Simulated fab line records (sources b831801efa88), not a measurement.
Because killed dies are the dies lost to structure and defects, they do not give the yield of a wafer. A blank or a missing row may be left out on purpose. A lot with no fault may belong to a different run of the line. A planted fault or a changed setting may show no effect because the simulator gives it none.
Comparing a struck lot with a sound one	flow sky130	15 steps out of a route of 708
Sound: these wafers, L153.3, L153.5, L153.6. Struck: wafer L163.4. (L163.2, L163.5 of the same lot were not struck and are left out.) The cause comes at the end.
Per side, at each step with rows, come the tool, then ch with its chambers, and then its first start. Under that, the readings that differ: sound wafers	struck wafers	difference of the means	sigmas: that difference in standard deviations of wafers without a fault.
alike: readings with means less than 2 such deviations apart, plus words and numbers identical on both sides. not compared: withheld readings, readings lacking a value on some wafer, bounds such as >300 that could conceal the same value, and numbers that have no deviation in the record and whose values overlap.
Wherever a step has rows on one side only, a row that says differs or no value, or a row with sigmas, the two part there. When numbers do not overlap yet have no deviation, they are printed without sigmas and do not part them. A reading missing from all wafers of one side parts the sides only when that side holds two or more wafers.

first, 4 steps without rows for these wafers: SKY_VIA2_STRIP_17 (strips in post etch residue remover, time 1200 s); SKY_VIA2_CLEAN_18 (cleans in IPA, time 180 s); SKY_VIA2_CLEAN_19 (cleans in O3/DIW); SKY_VIA2_SPUTTER_20 (material TiN, target thk 20 nm, time 80 s).
SKY_VIA2_CVD_21: deposits W, target thk 420 nm, time 126.4 s.
  sound on cvd-w-01 ch 0,1, day 37 14:23; struck on cvd-w-01 ch 1, day 41 10:25
  alike: heater-power-w
SKY_VIA2_RS_MEAS_22: measurement is done with a four-point probe.
  sound: film-metro-02 at day 37 14:31; struck: film-metro-01 at day 41 10:34
  alike: VIA2_W_RS
SKY_VIA2_THK_MEAS_23: measures by xrf.
  sound: film-metro-02 at day 37 14:37; struck: film-metro-01 at day 41 10:41
  alike: VIA2_W_THK
SKY_VIA2_CMP_24: polishes, stops on SiO2, t overpolish 20 s, target thk 0 nm.
  sound on cmp-01 ch 0,1,3, day 37 14:46; struck on cmp-01 ch 2, day 41 10:54
reading	sound	struck	difference	sigmas
overpolish-run-s (s)	19.982 19.994 19.981	20.016	+0.030	+4
  alike: motor-current-A, retaining-ring-pressure-frac, time-to-endpoint-s
SKY_METAL3_SPUTTER_00: material Ti, target thk 15 nm, time 10 s.
  sound: pvd-sputter-04 at day 37 14:58; struck: pvd-sputter-04 at day 41 11:06
  alike: cathode-dc-power-W, throttle-valve-pct
then, 1 step without rows for these wafers: SKY_METAL3_SPUTTER_01 (material TiN, target thk 20 nm, time 16.7 s).
SKY_METAL3_SPUTTER_02: material AlCu, target thk 735 nm, time 39.1 s.
  sound: pvd-sputter-04 at day 37 15:01; struck: pvd-sputter-04 at day 41 11:09
  alike: cathode-dc-power-W, throttle-valve-pct
then, 1 step without rows for these wafers: SKY_METAL3_SPUTTER_03 (material Ti, target thk 5 nm, time 3.3 s).
SKY_METAL3_SPUTTER_04: material TiN, target thk 70 nm, time 58.3 s.
  sound: pvd-sputter-04 at day 37 15:04; struck: pvd-sputter-04 at day 41 11:13
reading	sound	struck	difference	sigmas
cathode-dc-power-W (W)	6500.2 6499.7 6501.8	6696.4	+195.8	+99 or more
throttle-valve-pct (%)	30.1 31.5 29.9	28.7	-1.8	-2
model.TiN_of_METAL3_SPUTTER_04.thk-nm (nm)	69.75 70.28 69.79	71.16	+1.22	
SKY_CAPM_CVD_00: deposits SiO2, target thk 15.5 nm.
  sound on pecvd-01 ch 1,2, day 37 15:07; struck on pecvd-01 ch 1, day 41 11:16
  alike: heater-power-w
-- the record jumps here: 8 days lie between the struck wafers' starts before and after (it left off in module CAPM and takes up again in module PAD_OPEN, whose first step shown is number 708 of the route) --
SKY_PAD_OPEN_PROBE_99:
  rows exist in the record for the struck wafers here (prober-02, day 49 20:38), but not for the sound ones

## WHERE THEY PART
First at SKY_VIA2_CMP_24; last, within this record, at SKY_PAD_OPEN_PROBE_99.

WHY: whatever the simulator had introduced
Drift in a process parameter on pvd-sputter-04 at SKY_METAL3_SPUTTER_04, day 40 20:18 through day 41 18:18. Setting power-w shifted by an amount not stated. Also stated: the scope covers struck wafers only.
